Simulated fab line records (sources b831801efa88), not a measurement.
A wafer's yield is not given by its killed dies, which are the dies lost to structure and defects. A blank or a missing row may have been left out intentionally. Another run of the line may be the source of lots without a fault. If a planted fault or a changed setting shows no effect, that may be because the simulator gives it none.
Problem report, 8D (eight disciplines) form, completed by code	flow sky130	the parts of the form that need people (team, actions taken, sign-off) are left out

== 1. THE PROBLEM ==
SD_N_RS at SKY_SD_N_RS_MEAS_16 reads a mean of 70.37 ohm/sq on 6 wafers of 2 lots; wafers without a fault read 68.58 ohm/sq with a standard deviation of 0.13. Measured from the usual mean, that is +14 standard deviations.
The step: measures by four-point-probe.
Earliest sighting: wafer L260.1 on film_metro-03 at day 30 08:03. At this step, 33 wafers from 11 lots have a number in the record. By rule, "out" or "out of limits" means more than 4 standard deviations away from the usual mean. The other wafers with a number count as sound.

== 2. WHAT IT IS; WHAT IT IS NOT ==
question	is	is not
which readings at this step	SD_N_RS	-
which lots	L260, L262	L257, L259, L261, L272, L273, L275, L276, L277, L278
which wafers of those lots	all that have a number	-
read on which gauges	film_metro-02, film_metro-03	film_metro-04
when	from day 30 08:03	up to then (9 sound wafers); but 18 sound wafers of L272, L273, L275, L276, L277, L278 came after

== 3. THE SUSPECTS, EACH WITH WHAT RULES IT OUT ==
Counting: any tool at a process step up to the reading is kept as a suspect provided that every lot that is out went through it and no sound lot did after the first of them.
- the gauge at SKY_SD_N_RS_MEAS_16: ruled out. Those wafers that are out were read across 2 gauges (film_metro-02, film_metro-03).
- implanter-01 at SKY_SD_N_IMPLANT_09: ruled out as a lasting fault. Following L260 (day 30 07:22), the first lot on it that is out, the sound lots L273, L275, L277 were run on it.
Left after counting: nothing in the record.

== 4. THE CAUSE (what the simulator had put in) ==
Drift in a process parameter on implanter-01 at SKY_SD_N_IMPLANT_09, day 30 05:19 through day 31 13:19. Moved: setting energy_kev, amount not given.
The count ruled it out by mistake, since the rule takes a fault to strike every lot its tool runs from the start of the fault on, and this one did not do so.

== 5. SEQUENCE OF EFFECTS, ordered by route ==
Rows list readings where the struck wafers' mean (over those with a number) sits beyond 3 standard deviations from the usual. Readings are gone through only where the record gives a usual standard deviation; hours: the median, over the lots, of the time from a lot's start at the first step in this table giving one to that lot's start at this step; sigmas: the change measured in usual standard deviations.
hours	step	reading	usual	on struck wafers	change	sigmas
0	SKY_SD_N_IMPLANT_09	beam_energy_keV	49.998	47.740	-2.258	-99 or more
0	SKY_SD_N_STRIP_11	strip_time_to_endpoint_s	22.52 s	22.19	-0.33	-8.7
1	SKY_SD_N_RS_MEAS_16	SD_N_RS	68.58 ohm/sq	70.37	+1.79	+14
It contains these process steps:
- SKY_SD_N_IMPLANT_09
- SKY_SD_N_STRIP_11: strips in O2/N2.

== 6. HOW IT WOULD HAVE BEEN CAUGHT EARLIER ==
In this record the first reading out of limits at a measuring or inspecting step was taken at day 30 08:03, 3 hours after the fault began at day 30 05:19.
At SKY_SD_N_IMPLANT_09, the tool's own readings (beam_energy_keV) were out on each struck wafer the step has a row for, so an alarm limit on them would have fired on the first such wafer.
